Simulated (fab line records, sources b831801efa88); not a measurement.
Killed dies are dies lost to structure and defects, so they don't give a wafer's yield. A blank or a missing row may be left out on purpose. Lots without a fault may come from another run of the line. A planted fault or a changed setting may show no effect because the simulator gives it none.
A struck lot beside a sound one | flow sky130 | 15 steps out of a route of 708
Sound: wafers L606.3, L606.4, L606.5. Struck: wafers L608.1, L608.4, L608.5. The cause comes at the end.
At each step with rows: each side's tool, then ch and its chambers, then its first start. Under that, the readings that differ: sound wafers | struck wafers | difference of the means | sigmas: that difference in standard deviations of wafers without a fault.
alike: readings whose means differ by less than 2 such deviations, and words and numbers that are the same on both sides. not compared: withheld readings, readings that some wafer has no value for, bounds like >300 that may hide the same value, and numbers for which the record gives no deviation and whose values overlap.
The two part at a step that has a row with sigmas, a row that says differs or no value, or rows on one side only. Numbers that don't overlap but have no deviation are shown without sigmas and don't part them. A reading that every wafer of one side lacks parts them only if that side has two wafers or more.

SKY_POLY_GATE_THK_MEAS_21:
  sound on film_metro-03, day 19 03:46; struck on film_metro-02, day 20 00:00
  alike: POLY_GATE_OXIDATION_THK
SKY_POLY_GATE_CD_MEAS_22:
  sound on cd_sem-02, day 19 03:51; struck on cd_sem-02, day 20 00:04
  alike: cd_nm
then, 7 steps without rows for these wafers: SKY_LDD_N_DEHYDRATE_00 (time 60 s); SKY_LDD_N_HMDS_01 (prime time 60 s); SKY_LDD_N_COAT_02 (resist thk 300 nm); SKY_LDD_N_SOFTBAKE_03 (time 60 s); SKY_LDD_N_EXPOSE_04 (exposes mask NTM, target cd 840 nm); SKY_LDD_N_PEB_05; SKY_LDD_N_DEVELOP_06 (develop time 60 s).
SKY_LDD_N_OVL_MEAS_07:
  sound on overlay-01, day 20 11:34; struck on overlay-01, day 21 07:22
  alike: LDD_N_OVL
then, 2 steps without rows for these wafers: SKY_LDD_N_IMPLANT_08; SKY_LDD_N_IMPLANT_09.
SKY_LDD_N_IMPLANT_10:
  sound on implanter-02 ch 0, day 20 11:56; struck on implanter-01 ch 0, day 21 07:42
  reading                   | sound                | struck               | difference | sigmas
  beam_energy_keV           | 20.005 19.998 19.988 | 17.292 17.298 17.295 | -2.702     | -99 or more
  beam_on_s (s)             | 10.02 10.01 9.98     | 12.03 11.33 11.71    | +1.69      | +8
  faraday_current_uA        | 422 421 424          | 350 374 363          | -60        | -7
  model.implant.rp_nm (nm)  | 15.85 15.85 15.85    | 14.16 14.16 14.16    | -1.69      |
  model.implant.drp_nm (nm) | 7.212 7.212 7.212    | 6.53 6.53 6.53       | -0.68      |
then, 1 step without rows for these wafers: SKY_LDD_N_IMPLANT_11.
-- the record jumps here: 27 days lie between the struck wafers' starts before and after (it left off in module LDD_N and takes up again in module PAD_OPEN, whose first step shown is number 708 of the route) --
SKY_PAD_OPEN_PROBE_99:
  sound on prober-02, day 48 03:01; struck on prober-02, day 48 14:25
  reading                     | sound             | struck          | difference | sigmas
  model.etest.tip_n.rs_ohm_sq | 439.8 438.7 434.6 | 451 453.5 451.9 | +14        |
  alike: killed_at_M0_to_M3, killed_at_M4_up, killed_at_contacts, killed_at_front_end, killed_at_other, killed_dies, killed_open, killed_short

WHERE THEY PART
Only at SKY_LDD_N_IMPLANT_10, within this record. Later steps at which nothing parts them and some readings are alike: SKY_PAD_OPEN_PROBE_99.

WHY: what the simulator had put in
Process parameter drift: implanter-01, from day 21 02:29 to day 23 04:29, at SKY_LDD_N_IMPLANT_10. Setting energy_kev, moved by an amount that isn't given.
